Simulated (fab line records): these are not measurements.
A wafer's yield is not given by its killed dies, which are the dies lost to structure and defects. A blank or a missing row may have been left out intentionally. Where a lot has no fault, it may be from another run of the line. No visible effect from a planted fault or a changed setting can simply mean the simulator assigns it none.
2 desks looking at one fault || flow gf180mcu || what lay behind the numbers comes last; until then each desk has only its own

## METROLOGY DESK
What the gauges read for every lot (on any tool): the sampled wafers with a number, averaged. Any lot whose mean is over 4 standard deviations away from the usual mean is out of limits and marked OUT; that distance is given in the brackets.
Columns: A = M1_OVL at GF_M1_OVL_MEAS_15, usual 1 nm
{"lot": "L735", "first seen here": "day 17 04:22", "A": 7}
{"lot": "L736", "first seen here": "day 17 09:44", "A": 2}
{"lot": "L737", "first seen here": "day 17 18:53", "A": -7}
{"lot": "L738", "first seen here": "day 18 14:18", "A": 2}
{"lot": "L739", "first seen here": "day 19 01:49", "A": 1}
{"lot": "L740", "first seen here": "day 19 04:29", "A": 0}
{"lot": "L741", "first seen here": "day 19 09:52", "A": 4}
{"lot": "L742", "first seen here": "day 20 00:27", "A": -2}
{"lot": "L743", "first seen here": "day 20 10:59", "A": 3}
{"lot": "L752", "first seen here": "day 23 09:11", "A": 3}
{"lot": "L753", "first seen here": "day 23 16:47", "A": 5}
{"lot": "L756", "first seen here": "day 24 17:31", "A": 1}
{"lot": "L758", "first seen here": "day 25 08:18", "A": -4}
Result from this desk: across the 13 lots, nothing is out of limits.

## AT THE TOOL OWNER'S DESK: krf scanner-02
The tool's own readings at GF_V1_EXPOSE_11 (exposes mask Via1, target cd 260 nm): means of the sampled wafers that have a number, for each lot that ran on this tool. Any lot whose mean is over 4 standard deviations away from the usual mean is out of limits and marked OUT; that distance is given in the brackets.
Columns: A = exposure dose mJ cm2 at GF_V1_EXPOSE_11, usual 38.18
{"lot": "L752", "first seen here": "day 23 22:08", "A": "37.03 (-7.7) OUT"}
{"lot": "L753", "first seen here": "day 24 13:01", "A": "37.25 (-6.2) OUT"}
Finding of this desk: L752, L753 out of limits; the first was L752 at day 23 22:08, on exposure dose mJ cm2 at GF_V1_EXPOSE_11. In limits: none.

## TAKEN TOGETHER
The tool owner's desk could have raised an alarm at day 23 22:08, on L752, L753.
Nothing out of limits was seen by the metrology desk.
The metrology desk has L752, L753 on record, within its limits.
The lots listed all ran GF_V1_EXPOSE_11 on krf scanner-02.

## WHAT THE SIMULATOR PUT IN
Process parameter drift: krf scanner-02, from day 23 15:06 on, at GF_V1_EXPOSE_11. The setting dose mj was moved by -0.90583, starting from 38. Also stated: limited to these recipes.
Struck lots among those shown: L752, L753.
Hours from the fault's start to each desk's first reading out of limits: the tool owner's desk, 7.
